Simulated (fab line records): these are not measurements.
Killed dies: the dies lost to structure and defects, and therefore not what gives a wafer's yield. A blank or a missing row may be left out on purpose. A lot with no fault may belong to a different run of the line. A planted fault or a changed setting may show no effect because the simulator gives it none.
8D (eight disciplines) problem report, filled in by code -- flow sky130 -- the parts of the form that need people (team, actions taken, sign-off) are left out

## 1. THE ISSUE
SKY_VIA3_ETCH_14, oes_product_au: mean 0.979 a.u. over 1 wafer from 1 lot; wafers with no fault: 0.854 a.u., standard deviation 0.0051. Relative to the usual mean, that is a shift of +25 standard deviations.
The step: etches BARC in N2/H2, stops on SiO2, time 45.9 s, target depth 60 nm.
The first sign was on wafer L808.2 at day 43 04:14, on rie_diel-01. The record holds 30 wafers of 10 lots with a number at this step. By rule, "out" or "out of limits" means more than 4 standard deviations away from the usual mean. Any other wafer with a number is counted as sound.

## 2. WHAT IT IS AND WHAT IT IS NOT
question,is,is not
which readings at this step,"oes_product_au, run_length_s","drypump_motor_current_A, throttle_valve_pct"
which lots,L808,"L801, L805, L813, L815, L816, L818, L819, L820, L821"
which wafers of those lots,L808.2,"L808.1, L808.5"
read on which tools,rie_diel-01,"rie_diel-02, rie_diel-03"
when,from day 43 04:14,"up to then (8 sound wafers); but 21 sound wafers of L813, L815, L816, L818, L819, L820, L821 came after"

## 3. SUSPECTS, AND WHAT RULES EACH OUT
Counting: a tool at a process step up to the reading stays a suspect if it ran every lot that is out. Sound lots after the first of them don't rule it out here, since some wafers of a struck lot are sound.
- rie_metal-02 at SKY_METAL2_DESCUM_17 (chemistry O2, time 8 s): kept. It processed L808, the lot that is out, at day 38 22:25, and its most recent sound lot before then was L801 at day 35 17:34.
- cmp-02 at SKY_VIA3_CMP_02 (polishes SiO2): kept. It processed L808, the lot that is out, at day 42 03:26, and its most recent sound lot before then was L801 at day 39 04:06.
- rie_diel-01 at SKY_VIA3_ETCH_14 (etches BARC in N2/H2, stops on SiO2, time 45.9 s, target depth 60 nm): kept. It processed L808, the lot that is out, at day 43 04:14, and its most recent sound lot before then was L801 at day 40 05:46. Its own readings are out on those wafers: oes_product_au, run_length_s.
- cmp-02, SKY_VIA3_CMP_02: wafers that are out in chamber 1, sound lot-mates in chambers 2, 3.
- rie_diel-01, SKY_VIA3_ETCH_14: wafers that are out in chamber 1, sound lot-mates in chambers 0, 2.
Left after counting: rie_metal-02 at SKY_METAL2_DESCUM_17, cmp-02 at SKY_VIA3_CMP_02, rie_diel-01 at SKY_VIA3_ETCH_14.

## 4. THE CAUSE (what the simulator had put in)
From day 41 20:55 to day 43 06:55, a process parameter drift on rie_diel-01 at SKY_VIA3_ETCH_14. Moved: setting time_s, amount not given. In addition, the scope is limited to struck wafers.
3 suspects survive the count, and this tool is in that group.

## 5. SEQUENCE OF EFFECTS, ordered by route
Each row: a reading whose mean over the struck wafers that have a number lies more than 3 standard deviations from the usual. Only readings for which the record gives a usual standard deviation are gone through. hours: the time from each lot's start at the first step in this table that gives one to its start at this step, as a median over the lots. sigmas: the change in usual standard deviations.
hours,step,reading,usual,on struck wafers,change,sigmas
0,SKY_VIA3_ETCH_14,oes_product_au,0.854 a.u.,0.979,+0.125,+25
0,SKY_VIA3_ETCH_14,run_length_s,74.3 s,68.9,-5.4,-11
0,SKY_VIA3_STRIP_16,strip_time_to_endpoint_s,4.132 s,4.220,+0.088,+3.5
It contains these process steps:
- SKY_VIA3_ETCH_14: etches BARC in N2/H2, stops on SiO2, time 45.9 s, target depth 60 nm.
- SKY_VIA3_STRIP_16: strips in O2/N2.

## 6. WHAT WOULD HAVE CAUGHT IT SOONER
In this record no reading fell out of limits until day 43 04:14, 31 hours after the fault had begun at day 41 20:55.
